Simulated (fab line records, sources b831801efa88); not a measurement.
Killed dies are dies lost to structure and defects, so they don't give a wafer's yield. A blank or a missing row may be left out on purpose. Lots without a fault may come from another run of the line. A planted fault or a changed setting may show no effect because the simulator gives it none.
A struck lot beside a sound one | flow gf180mcu | 15 steps out of a route of 602
Sound: wafers L448.2, L448.4, L448.6. Struck: wafers L463.3, L463.4, L463.5. The cause comes at the end.
At each step with rows: each side's tool, then ch and its chambers, then its first start. Under that, the readings that differ: sound wafers | struck wafers | difference of the means | sigmas: that difference in standard deviations of wafers without a fault.
alike: readings whose means differ by less than 2 such deviations, and words and numbers that are the same on both sides. not compared: withheld readings, readings that some wafer has no value for, bounds like >300 that may hide the same value, and numbers for which the record gives no deviation and whose values overlap.
The two part at a step that has a row with sigmas, a row that says differs or no value, or rows on one side only. Numbers that don't overlap but have no deviation are shown without sigmas and don't part them. A reading that every wafer of one side lacks parts them only if that side has two wafers or more.

first, 3 steps without rows for these wafers: GF_M5_EXPOSE_04 (exposes mask Metal5, target cd 280 nm); GF_M5_PEB_05 (peb time 90 s); GF_M5_DEVELOP_06 (develop time 60 s).
GF_M5_CD_MEAS_07: target cd 280 nm.
  sound on cd_sem-01, day 26 07:22; struck on cd_sem-01, day 30 19:37
  alike: cd_nm
GF_M5_OVL_MEAS_08:
  sound on overlay-02, day 26 07:29; struck on overlay-02, day 30 19:42
  alike: M5_OVL
GF_M5_ETCH_09: etches Si3N4 in CF4/O2, target depth 52 nm, time 11.6 s.
  sound on rie_diel-04 ch 1,2,3, day 26 07:31; struck on rie_diel-01 ch 2,3, day 30 19:44
  alike: drypump_motor_current_A, oes_product_au, throttle_valve_pct
  not compared: rf_hours_counter_h
GF_M5_METAL_ETCH_10: etches the open film in Cl2/BCl3, stops on SiO2, target depth 750.8 nm, time 125.1 s.
  sound on rie_metal-01 ch 0,1, day 26 07:32; struck on rie_metal-04 ch 1, day 30 19:50
  alike: drypump_motor_current_A, oes_product_au, throttle_valve_pct
  not compared: rf_hours_counter_h
GF_M5_STRIP_11: strips in O2/N2.
  sound on plasma_asher-02 ch 0,1, day 26 07:40; struck on plasma_asher-01 ch 0,1, day 30 20:02
  alike: drypump_motor_current_A, heater_power_w, oes_product_au, strip_time_to_endpoint_s
  not compared: rf_hours_counter_h
then, 3 steps without rows for these wafers: GF_M5_STRIP_12 (strips in post etch residue remover, time 1200 s); GF_M5_CLEAN_13 (cleans in DIW); GF_V5_CVD_00 (deposits SiO2, target thk 300 nm, time 50 s).
GF_V5_THK_MEAS_01:
  sound on film_metro-01, day 26 08:15; struck on film_metro-02, day 30 20:39
  alike: V5_CVD_00_THK
GF_V5_CVD_02: deposits SiO2 from TEOS, target thk 1450 nm, time 163.28 s.
  sound on pecvd-04 ch 0,1, day 26 08:18; struck on pecvd-04 ch 0,1, day 30 20:41
  reading                             | sound             | struck            | difference | sigmas
  rf_fwd_power_W (W)                  | 596.8 597.9 598.1 | 692.5 694.2 693.7 | +95.9      | +50
  model.SiO2_of_V5_CVD_02.thk_nm (nm) | 1443 1447 1453    | 1489 1530 1530    | +69        |
  alike: heater_power_w
GF_V5_THK_MEAS_03:
  sound on film_metro-02, day 26 08:25; struck on film_metro-04, day 30 20:49
  reading            | sound          | struck         | difference | sigmas
  V5_CVD_02_THK (nm) | 1445 1448 1452 | 1490 1530 1531 | +69        | +4
GF_V5_CMP_04: polishes SiO2.
  sound on cmp-02 ch 2,3, day 26 08:31; struck on cmp-02 ch 0,1,2, day 30 20:54
  alike: head_pressure_psi, motor_current_A

WHERE THEY PART
First at GF_V5_CVD_02; last, within this record, at GF_V5_THK_MEAS_03. Later steps at which nothing parts them and some readings are alike: GF_V5_CMP_04.

WHY: what the simulator had put in
Process parameter drift: pecvd-04, from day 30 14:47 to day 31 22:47, at GF_V5_CVD_02. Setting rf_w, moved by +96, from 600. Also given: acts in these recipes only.
